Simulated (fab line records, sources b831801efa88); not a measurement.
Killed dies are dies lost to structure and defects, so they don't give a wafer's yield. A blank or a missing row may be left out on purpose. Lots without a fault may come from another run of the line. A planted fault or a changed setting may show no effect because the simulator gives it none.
Which tool did it? | flow sky130 | 13 lots, 38 wafers sampled, at 5 steps of a route of 708

WHAT THE GAUGES READ, wafer by wafer
SKY_LDD_P_TW_MEAS_11. Usual: LDD_P_TW 636, standard deviation 4.3.
lot  | measured     | on            | LDD_P_TW    | flag
L406 | day 19 05:51 | film_metro-02 | 633 634 634 |
L408 | day 21 03:11 | film_metro-03 | 635 632 630 |
L411 | day 22 03:53 | film_metro-04 | 715 717 718 | OFF
L414 | day 22 08:26 | film_metro-04 | 717 717 713 | OFF
L413 | day 22 09:15 | film_metro-04 | 640 637 637 |
L415 | day 23 00:33 | film_metro-03 | 709 711 707 | OFF
L421 | day 24 16:49 | film_metro-04 | 638 639 634 |
L422 | day 25 04:25 | film_metro-04 | 637 645     |
L423 | day 26 07:06 | film_metro-03 | 634 632 631 |
L424 | day 26 17:32 | film_metro-04 | 639 643 642 |
L425 | day 26 20:00 | film_metro-02 | 634 630 631 |
L427 | day 27 00:10 | film_metro-03 | 637 635 637 |
L428 | day 27 17:16 | film_metro-03 | 637 638 637 |

SKY_CONTACT_THK_MEAS_03. Usual: CONTACT_HDPCVD_THK 567 nm, standard deviation 4.5.
lot  | measured     | on            | CONTACT_HDPCVD_THK (nm) | flag
L406 | day 31 07:00 | film_metro-01 | 561 561 572             |
L408 | day 32 06:57 | film_metro-01 | 572 573 569             |
L411 | day 33 05:25 | film_metro-03 | 567 559 570             |
L414 | day 33 06:00 | film_metro-01 | 560 566 568             |
L413 | day 33 08:23 | film_metro-04 | 572 564 568             |
L415 | day 33 21:25 | film_metro-04 | 580 568 570             |
L421 | day 35 11:25 | film_metro-04 | 561 567 565             |
L422 | day 35 22:41 | film_metro-01 | 562 568                 |
L423 | day 36 19:48 | film_metro-01 | 567 563 567             |
L424 | day 37 03:23 | film_metro-03 | 566 563 563             |
L425 | day 37 09:49 | film_metro-03 | 571 560 560             |
L427 | day 37 11:37 | film_metro-03 | 568 568 572             |
L428 | day 38 01:08 | film_metro-01 | 571 577 563             |

SKY_CONTACT_BOW_MEAS_05. Usual: CONTACT_BOW 80 um, standard deviation 6.4.
lot  | measured     | on            | CONTACT_BOW (um) | flag
L406 | day 31 07:23 | film_metro-04 | 85 101 89        |
L408 | day 32 07:19 | film_metro-04 | 78 84 96         |
L411 | day 33 05:47 | film_metro-04 | 75 81 76         |
L414 | day 33 06:27 | film_metro-04 | 83 71 81         |
L413 | day 33 08:46 | film_metro-04 | 78 73 71         |
L415 | day 33 21:46 | film_metro-03 | 77 89 82         |
L421 | day 35 11:48 | film_metro-01 | 82 82 81         |
L422 | day 35 23:04 | film_metro-03 | 76 85            |
L423 | day 36 20:11 | film_metro-04 | 71 76 78         |
L424 | day 37 03:45 | film_metro-01 | 81 77 84         |
L425 | day 37 10:11 | film_metro-04 | 82 89 82         |
L427 | day 37 12:00 | film_metro-01 | 82 81 82         |
L428 | day 38 01:30 | film_metro-04 | 78 83 93         |

WHICH TOOL RAN EACH LOT (tool, then ch and the chambers of the sampled wafers, then the start)
lot  | SKY_LDD_P_IMPLANT_09            | SKY_CONTACT_CVD_00
L406 | implanter-04 ch 0, day 19 05:38 | pecvd-04 ch 1,2, day 31 06:49
L408 | implanter-04 ch 0, day 21 02:56 | pecvd-01 ch 1,2, day 32 06:47
L411 | implanter-04 ch 0, day 22 03:38 | pecvd-02 ch 0,1, day 33 05:16
L414 | implanter-04 ch 0, day 22 08:11 | pecvd-01 ch 0,1, day 33 05:49
L413 | implanter-01 ch 0, day 22 09:01 | pecvd-02 ch 1,2, day 33 08:12
L415 | implanter-04 ch 0, day 23 00:18 | pecvd-04 ch 0,1,2, day 33 21:15
L421 | implanter-01 ch 0, day 24 16:36 | pecvd-02 ch 0,1,2, day 35 11:14
L422 | implanter-01 ch 0, day 25 04:13 | pecvd-01 ch 1,2, day 35 22:30
L423 | implanter-02 ch 0, day 26 06:53 | pecvd-01 ch 1,2, day 36 19:37
L424 | implanter-01 ch 0, day 26 17:19 | pecvd-02 ch 0,1,2, day 37 03:13
L425 | implanter-04 ch 0, day 26 19:45 | pecvd-01 ch 0,1,2, day 37 09:37
L427 | implanter-02 ch 0, day 26 23:57 | pecvd-04 ch 0,1,2, day 37 11:25
L428 | implanter-01 ch 0, day 27 17:02 | pecvd-01 ch 0,2, day 38 00:57
- SKY_LDD_P_IMPLANT_09
- SKY_CONTACT_CVD_00: deposits Si3N4, target thk 75 nm.

WHAT THE TOOLS THEMSELVES READ (means of the sampled wafers that have a number; where no wafer has one, the mark that the record gives instead)
SKY_LDD_P_IMPLANT_09. Usual: dose_ions_cm2 9.999e+12, standard deviation 1.2e+10; faraday_current_uA 56.4, standard deviation 1.2.
lot  | tool         | dose_ions_cm2 | faraday_current_uA | flag
L406 | implanter-04 | 1.001e+13     | 55.5               |
L408 | implanter-04 | 1.000e+13     | 57.1               |
L411 | implanter-04 | 1.432e+13     | 80.3               | OFF
L414 | implanter-04 | 1.432e+13     | 80.5               | OFF
L413 | implanter-01 | 9.989e+12     | 55.6               |
L415 | implanter-04 | 1.434e+13     | 81.7               | OFF
L421 | implanter-01 | 9.993e+12     | 57.2               |
L422 | implanter-01 | 1.001e+13     | 55.6               |
L423 | implanter-02 | 9.985e+12     | 57.2               |
L424 | implanter-01 | 1.000e+13     | 56.5               |
L425 | implanter-04 | 1.000e+13     | 57.7               |
L427 | implanter-02 | 9.989e+12     | 56.5               |
L428 | implanter-01 | 1.000e+13     | 56.3               |

SKY_CONTACT_CVD_00. Usual: heater_power_outer_w 432 W, standard deviation 100; heater_power_w 730 W, standard deviation 130; susceptor_temp_C 399.96 C, standard deviation 0.23.
lot  | tool     | heater_power_outer_w (W) | heater_power_w (W) | susceptor_temp_C (C) | flag
L406 | pecvd-04 | 438                      | 681                | 399.95               |
L408 | pecvd-01 | 403                      | 712                | 400.05               |
L411 | pecvd-02 | 612                      | 965                | 399.87               |
L414 | pecvd-01 | 463                      | 809                | 400.01               |
L413 | pecvd-02 | 628                      | 977                | 399.88               |
L415 | pecvd-04 | 384                      | 640                | 399.91               |
L421 | pecvd-02 | 459                      | 757                | 399.96               |
L422 | pecvd-01 | 416                      | 726                | 399.93               |
L423 | pecvd-01 | 427                      | 765                | 399.84               |
L424 | pecvd-02 | 474                      | 778                | 399.88               |
L425 | pecvd-01 | 433                      | 788                | 400.08               |
L427 | pecvd-04 | 381                      | 628                | 399.61               |
L428 | pecvd-01 | 434                      | 769                | 399.58               |

THE ANSWER, worked out from the rows above alone
Rule: a lot is off if the mean of its wafers that have a number lies more than 3 standard deviations from the usual mean. A lot without any number at a reading at which 4 lots or more have one is off too. The other lots that the step has rows for count as sound. The gauges are gone through in route order, then the tools' own readings, and for those a lot's mean is taken as printed above. The first step at which some lot is off is used, and at that step the reading that is off furthest; a lot without a number counts as furthest.
Off: L411, L414, L415, at SKY_LDD_P_TW_MEAS_11 (LDD_P_TW).
A tool fits if, at a process step before that reading, it ran every lot that is off, and no sound lot after the first of them. The gauges at SKY_LDD_P_TW_MEAS_11 aren't tried: what is off there is off at SKY_LDD_P_IMPLANT_09 too, on other tools, and a gauge's error can't cause that. None of those tried fits.

WHAT THE SIMULATOR HAD PUT IN
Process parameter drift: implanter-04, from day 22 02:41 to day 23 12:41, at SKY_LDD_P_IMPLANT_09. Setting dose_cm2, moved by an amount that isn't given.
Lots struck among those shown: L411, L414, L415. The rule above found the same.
